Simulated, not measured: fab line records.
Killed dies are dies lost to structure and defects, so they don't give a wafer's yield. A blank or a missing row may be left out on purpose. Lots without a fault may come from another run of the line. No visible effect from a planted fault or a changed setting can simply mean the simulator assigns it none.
Which tool was responsible? ; flow gf180mcu ; 36 wafers from 12 lots sampled at 3 of the route's 602 steps

## WHAT THE GAUGES SHOWED, per wafer
GF_M3_CD_MEAS_14 targets a cd of 280 nm.
lot;measured;on;cdNm (nm)
L217;day 22 06:22;cdSem-02;282.1 281.5 281.2
L220;day 23 09:06;cdSem-02;280.1 279.7 280.8
L222;day 24 06:47;cdSem-02;280.8 280.2 280.9
L224;day 24 17:05;cdSem-02;279.8 280.2 280.9
L225;day 24 23:22;cdSem-01;281.4 281.3 281.1
L227;day 25 13:58;cdSem-01;281.5 280.5 279.5
L232;day 27 04:02;cdSem-02;281.1 280.2 281.1
L233;day 27 09:31;cdSem-02;281.4 282.5 281.9
L235;day 27 23:28;cdSem-01;279.2 279.5 278.7
L237;day 28 16:05;cdSem-02;279.6 278.9 277.7
L238;day 28 19:14;cdSem-02;279.3 280.6 279.7
L239;day 29 02:07;cdSem-02;280.4 280.3 279.4

## TOOL THAT RAN EACH LOT (tool first, then ch and the chambers of the sampled wafers, then the start)
lot;GF_NSD_IMPLANT_10;GF_NSD_STRIP_11
L217;implanter-02 ch 0, day 14 01:59;plasmaAsher-02 ch 0,1, day 14 02:07
L220;implanter-02 ch 0, day 15 03:35;plasmaAsher-03 ch 0,1, day 15 03:43
L222;implanter-02 ch 0, day 15 21:36;plasmaAsher-03 ch 0,1, day 15 21:43
L224;implanter-03 ch 0, day 16 09:57;plasmaAsher-04 ch 0,1, day 16 10:04
L225;implanter-02 ch 0, day 16 15:22;plasmaAsher-02 ch 0, day 16 15:31
L227;implanter-02 ch 0, day 17 08:07;plasmaAsher-02 ch 0,1, day 17 08:16
L232;implanter-03 ch 0, day 19 02:15;plasmaAsher-02 ch 1, day 19 02:23
L233;implanter-03 ch 0, day 19 10:46;plasmaAsher-02 ch 0,1, day 19 10:55
L235;implanter-03 ch 0, day 20 03:46;plasmaAsher-03 ch 0,1, day 20 03:55
L237;implanter-02 ch 0, day 20 22:53;plasmaAsher-02 ch 0,1, day 20 23:01
L238;implanter-03 ch 0, day 21 03:45;plasmaAsher-04 ch 0,1, day 21 03:52
L239;implanter-02 ch 0, day 21 12:10;plasmaAsher-03 ch 0,1, day 21 12:19
- GF_NSD_IMPLANT_10
- GF_NSD_STRIP_11: strips in O2/N2.

## WHAT THE TOOLS THEMSELVES READ (means of the sampled wafers that have a number; where no wafer has one, the mark that the record gives instead)
GF_NSD_IMPLANT_10.
lot;tool;beamEnergyKeV;beamOnS (s);tiltDeg (degrees)
L217;implanter-02;40.026;10.07;7.030
L220;implanter-02;40.003;10.08;6.988
L222;implanter-02;40.024;10.01;7.004
L224;implanter-03;39.997;9.86;6.981
L225;implanter-02;43.080;9.86;7.024
L227;implanter-02;43.099;9.77;6.997
L232;implanter-03;40.005;10.06;7.000
L233;implanter-03;40.020;9.92;7.000
L235;implanter-03;40.013;10.04;7.023
L237;implanter-02;39.996;10.01;7.013
L238;implanter-03;40.006;10.03;6.991
L239;implanter-02;40.006;10.00;6.998

GF_NSD_STRIP_11.
lot;tool;drypumpMotorCurrentA (A);heaterPowerW (W);oesProductAu (a.u.);stripTimeToEndpointS (s)
L217;plasmaAsher-02;6.5;308;0.486;22.90
L220;plasmaAsher-03;5.6;292;0.485;22.91
L222;plasmaAsher-03;5.6;282;0.482;22.88
L224;plasmaAsher-04;5.5;310;0.486;22.85
L225;plasmaAsher-02;6.3;353;0.487;22.99
L227;plasmaAsher-02;6.4;328;0.483;23.02
L232;plasmaAsher-02;6.6;282;0.485;22.84
L233;plasmaAsher-02;6.5;308;0.486;22.92
L235;plasmaAsher-03;5.6;290;0.487;22.87
L237;plasmaAsher-02;6.4;328;0.488;22.84
L238;plasmaAsher-04;5.5;310;0.488;22.85
L239;plasmaAsher-03;5.6;282;0.484;22.85

## THE ANSWER, worked out from the rows above alone
Rule: usual is defined by the lots themselves. The widest of any qualifying gaps counts: lots, ordered by their means at a reading, are off when they make up no more than a third of the lots, leave a main group of 4 or more, and stand apart from it by 3 or more times the standard deviation of that group's means. The tables above print the reading to a certain number of digits; a main group whose means all agree to those digits is not used. Also off: a lot with no number at a reading for which 4 or more lots have one. Where the step has rows for the other lots, those lots are counted as sound. First the gauges in route order, then the tools' own readings, where a lot's mean is used as printed above. At the first step where some lot is off, the reading lying furthest off is the one used; lots without a number count as furthest.
Off at GF_NSD_IMPLANT_10 (beamEnergyKeV): L225, L227. Mean 40.010 and standard deviation 0.01 in the main group.
A tool fits if, at that step or a process step before it, it ran every lot that is off, and no sound lot after the first of them. Not one of the candidates tried fits.

## WHAT THE SIMULATOR PUT IN
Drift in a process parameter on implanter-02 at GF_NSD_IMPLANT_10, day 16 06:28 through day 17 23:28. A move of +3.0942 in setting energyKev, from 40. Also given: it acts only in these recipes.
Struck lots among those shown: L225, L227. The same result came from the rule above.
